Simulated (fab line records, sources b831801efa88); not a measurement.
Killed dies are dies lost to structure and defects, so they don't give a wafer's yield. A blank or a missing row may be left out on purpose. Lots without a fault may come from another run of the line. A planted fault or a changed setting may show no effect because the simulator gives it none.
Which tool did it? | flow sky130 | 24 lots, 72 wafers sampled, at 1 step of a route of 708

WHAT THE GAUGES READ, wafer by wafer
SKY_LI_CONTACT_CD_MEAS_12: target cd 170 nm.
lot  | measured     | on        | cd_nm (nm)
L074 | day 28 11:20 | cd_sem-02 | 170.4 170.2 170.5
L075 | day 29 02:29 | cd_sem-02 | 170.6 169.1 169.1
L076 | day 29 13:09 | cd_sem-01 | 170.2 169.9 170.3
L077 | day 30 03:19 | cd_sem-02 | 172.1 172.1 170.8
L078 | day 30 11:05 | cd_sem-02 | 166.7 166.4 166.0
L079 | day 30 14:58 | cd_sem-01 | 170.9 171.7 171.4
L080 | day 30 21:43 | cd_sem-02 | 168.9 169.6 170.0
L081 | day 31 08:07 | cd_sem-02 | 169.1 168.6 172.1
L082 | day 31 16:46 | cd_sem-01 | 170.4 171.2 169.8
L083 | day 32 04:40 | cd_sem-01 | 169.9 172.8 171.5
L084 | day 32 09:47 | cd_sem-02 | 170.3 168.1 169.6
L085 | day 32 20:25 | cd_sem-02 | 173.5 172.0 173.2
L086 | day 33 05:44 | cd_sem-01 | 170.3 172.3 171.8
L087 | day 33 11:15 | cd_sem-02 | 168.8 165.6 167.0
L088 | day 34 00:04 | cd_sem-01 | 170.2 170.7 169.9
L089 | day 34 08:11 | cd_sem-01 | 170.7 169.6 169.8
L090 | day 34 11:52 | cd_sem-02 | 170.8 169.4 170.0
L091 | day 34 17:19 | cd_sem-02 | 171.5 172.3 171.4
L092 | day 34 21:46 | cd_sem-01 | 170.1 170.2 172.0
L093 | day 35 08:50 | cd_sem-01 | 172.2 172.4 172.2
L094 | day 35 18:55 | cd_sem-01 | 168.7 168.5 168.7
L095 | day 35 23:37 | cd_sem-01 | 165.7 165.0 166.6
L096 | day 36 09:34 | cd_sem-02 | 170.8 172.7 171.8
L097 | day 36 14:05 | cd_sem-01 | 169.2 169.4 167.9

WHICH TOOL RAN EACH LOT (tool, then ch and the chambers of the sampled wafers, then the start)
The record holds no process step before these readings.

WHAT THE TOOLS THEMSELVES READ (means of the sampled wafers that have a number; where no wafer has one, the mark that the record gives instead)
The record holds no such reading with a usual standard deviation.

THE ANSWER, worked out from the rows above alone
Rule: what is usual is taken from the lots themselves. Put in order of their means at a reading, lots are off if they are a third of the lots or fewer, leave a main group of 4 or more, and stand apart from it by a gap of 3 or more times the standard deviation of the main group's means; of several such gaps the widest counts. A main group whose means are all the same, to the digits that the tables above print for the reading, isn't used. A lot without any number at a reading at which 4 lots or more have one is off too. The other lots that the step has rows for count as sound. The gauges are gone through in route order, then the tools' own readings, and for those a lot's mean is taken as printed above. The first step at which some lot is off is used, and at that step the reading that is off furthest; a lot without a number counts as furthest.
No lot is off at any reading shown: from this, nothing can be told.

WHAT THE SIMULATOR HAD PUT IN
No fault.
